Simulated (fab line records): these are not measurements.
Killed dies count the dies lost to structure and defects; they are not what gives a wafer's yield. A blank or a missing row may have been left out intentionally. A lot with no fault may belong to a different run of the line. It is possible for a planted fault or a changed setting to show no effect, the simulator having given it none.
A single fault, viewed from 2 desks	flow gf180mcu	each desk holds nothing but its own numbers, with what lay behind them at the end

== FOR THE TOOL OWNER'S DESK: pvd-sputter-01 ==
The tool's own readings at GF_V1_SPUTTER_22 (material TiN, target thk 10 nm, time 40 s): means of the sampled wafers that have a number, for each lot that ran on this tool. The brackets show how far a lot's mean lies from the usual mean; more than 4 standard deviations puts the lot out of limits, marked OUT.
Columns: A = throttle-valve-pct at GF_V1_SPUTTER_22, usual 30.2 %
lot	first seen here	A
L219	day 19 14:29	30.4
L221	day 20 11:15	30.6
L224	day 21 06:14	31.0
L225	day 21 18:01	30.4
L226	day 22 02:23	30.6
L231	day 23 21:34	30.3
L233	day 24 11:50	30.2
This desk's finding: nothing out of limits on any of the 7 lots.

== THE METROLOGY DESK ==
Means of the sampled wafers that have a number, per lot and without regard to the tool the lot ran on: this is what the gauges read. The brackets show how far a lot's mean lies from the usual mean; more than 4 standard deviations puts the lot out of limits, marked OUT.
Columns: A = M1_ALCU_RS at GF_M1_RS_MEAS_05, usual 0.0693 ohm/sq
lot	first seen here	A
L218	day 17 02:56	0.0698
L219	day 17 13:00	0.0700
L220	day 17 18:23	0.0699
L221	day 18 07:50	0.0702
L222	day 18 12:14	0.0692
L223	day 18 20:42	0.0700
L224	day 19 03:17	0.0685
L225	day 19 15:51	0.0695
L226	day 19 23:10	0.0685
L231	day 21 21:25	0.0692
L233	day 22 12:04	0.0695
L237	day 23 17:26	0.0689
L238	day 24 04:05	0.0690
This desk's finding: nothing out of limits on any of the 13 lots.

== ALL TOGETHER ==
The tool owner's desk saw nothing out of limits.
At the metrology desk, nothing out of limits was observed.

== WHAT WAS PUT IN BY THE SIMULATOR ==
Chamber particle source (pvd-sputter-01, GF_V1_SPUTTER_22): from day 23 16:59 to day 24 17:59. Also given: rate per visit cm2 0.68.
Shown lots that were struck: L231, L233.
